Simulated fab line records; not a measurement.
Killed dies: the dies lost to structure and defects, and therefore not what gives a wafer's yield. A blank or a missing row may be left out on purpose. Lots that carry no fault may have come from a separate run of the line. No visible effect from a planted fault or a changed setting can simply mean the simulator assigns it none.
Chamber matching || flow sky130 || rieDiel-04 running SKY_VIA4_ETCH_12: 4 sister chambers
The step etches SiO2 in C4F8/O2/Ar, stops on TiN, target depth 580 nm. 4 wafers are shown with their chamber, then 7 later ones without.

EACH WAFER AND ITS CHAMBER
{"wafer": "L716.4", "chamber": 1, "chamberPressureMTorr (mTorr)": 39.95}
{"wafer": "L727.3", "chamber": 3, "chamberPressureMTorr (mTorr)": 40.04}
{"wafer": "L729.1", "chamber": 0, "chamberPressureMTorr (mTorr)": 39.99}
{"wafer": "L729.3", "chamber": 2, "chamberPressureMTorr (mTorr)": 39.96}

WAFERS MISSING THEIR CHAMBER
{"wafer": "L729.6", "chamberPressureMTorr (mTorr)": 39.98}
{"wafer": "L730.3", "chamberPressureMTorr (mTorr)": 40.04}
{"wafer": "L730.5", "chamberPressureMTorr (mTorr)": 39.94}
{"wafer": "L730.6", "chamberPressureMTorr (mTorr)": 40.03}
{"wafer": "L734.1", "chamberPressureMTorr (mTorr)": 40.03}
{"wafer": "L734.5", "chamberPressureMTorr (mTorr)": 40.06}
{"wafer": "L734.6", "chamberPressureMTorr (mTorr)": 40.03}

WHICH CHAMBER EACH WENT THROUGH
{"wafer": "L729.6", "from the rows above": "can't be placed: 0 or 2 or 1", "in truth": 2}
{"wafer": "L730.3", "from the rows above": 3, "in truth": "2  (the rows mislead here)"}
{"wafer": "L730.5", "from the rows above": "can't be placed: 1 or 2", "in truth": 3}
{"wafer": "L730.6", "from the rows above": 3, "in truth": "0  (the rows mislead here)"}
{"wafer": "L734.1", "from the rows above": 3, "in truth": 3}
{"wafer": "L734.5", "from the rows above": 3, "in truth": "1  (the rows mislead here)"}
{"wafer": "L734.6", "from the rows above": 3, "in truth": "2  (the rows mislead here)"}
1 of 7 placed correctly. Unplaceable from these rows: 2, with the true chamber sitting among the candidates in 1. Placed wrongly: 4.
How it was worked out, from the rows above alone: a wafer's distance from a chamber is the root of the sum, over the readings, of the square of ((its reading less the chamber's mean) divided by the reading's scatter). If the next closest chamber is less than 2 further off than the closest, the wafer can't be placed; otherwise it belongs to the closest. The mean given for a chamber averages the wafers shown for that chamber. The scatter (one wafer shown for each chamber): square how far every hidden wafer sits from the nearest shown wafer, average those squares and take the square root.
